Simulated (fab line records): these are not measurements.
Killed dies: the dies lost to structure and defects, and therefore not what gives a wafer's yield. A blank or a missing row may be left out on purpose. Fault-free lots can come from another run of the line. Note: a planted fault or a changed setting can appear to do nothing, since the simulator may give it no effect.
Code-filled problem report in 8D (eight disciplines) form -- flow gf180mcu -- the parts of the form that need people (team, actions taken, sign-off) are left out

== 1. WHAT WENT WRONG ==
On 3 wafers of 1 lot, run length s at GF_SAB_WET_ETCH_12 has a mean of 520 s; fault-free wafers read 468 s, standard deviation 3.2. Relative to the usual mean, that is a shift of +16 standard deviations.
The step: etches SiO2 in dHF, target depth 22 nm, time 440 s.
First seen on wafer L114.2, day 18 22:56, on wet bench-01. The record has a number at this step for 15 wafers belonging to 5 lots. Rule for "out", or "out of limits": more than 4 standard deviations from the usual mean. The rest of the wafers with a number are treated as sound.

== 2. WHAT IT IS, WHAT IT ISN'T ==
question,is,is not
which readings at this step,run length s,-
which lots,L114,"L107, L122, L124, L127"
which wafers of those lots,all that have a number,-
read on which tools,wet bench-01,wet bench-02
when,from day 18 22:56,"up to then (3 sound wafers); but 9 sound wafers of L122, L124, L127 came after"

== 3. THE SUSPECTS, EACH WITH WHAT RULES IT OUT ==
Counting: a tool at a process step up to the reading stays a suspect if it ran every lot that is out and no sound lot after the first of them.
- pecvd-01 at GF_SAB_CVD_00 (deposits SiO2 from TEOS, target thk 50 nm, time 4.9302 s): ruled out as a lasting fault. Sound lots L124 ran on it after its first lot that is out, L114 (day 17 23:00).
- rie diel-01 at GF_SAB_ETCH_11 (etches SiO2 in C4F8/O2/Ar, target depth 55 nm, time 8.5 s): kept. It ran the lot that is out, L114 (day 18 22:55), and no sound lot after that.
- wet bench-01 at GF_SAB_WET_ETCH_12 (etches SiO2 in dHF, target depth 22 nm, time 440 s): ruled out as a lasting fault. Sound lots L124 ran on it after its first lot that is out, L114 (day 18 22:56).
Left after counting: rie diel-01 at GF_SAB_ETCH_11.

== 4. THE CAUSE (what the simulator had put in) ==
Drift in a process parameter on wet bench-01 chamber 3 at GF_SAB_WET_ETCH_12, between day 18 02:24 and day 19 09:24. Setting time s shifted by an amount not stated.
Counting ruled it out, wrongly.

== 5. SEQUENCE OF EFFECTS, ordered by route ==
One row per reading whose mean, taken over the struck wafers that have a number, lies over 3 standard deviations from the usual. Readings are gone through only where the record gives a usual standard deviation; hours: the median, over the lots, of the time from a lot's start at the first step in this table giving one to that lot's start at this step; sigmas: the change measured in usual standard deviations.
hours,step,reading,usual,on struck wafers,change,sigmas
0,GF_SAB_WET_ETCH_12,run length s,468 s,520,+52,+16
The process steps in it:
- GF_SAB_WET_ETCH_12: etches SiO2 in dHF, target depth 22 nm, time 440 s.

== 6. WHAT WOULD HAVE CAUGHT IT SOONER ==
In this record no reading fell out of limits until day 18 22:56, 21 hours after the fault had begun at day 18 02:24.
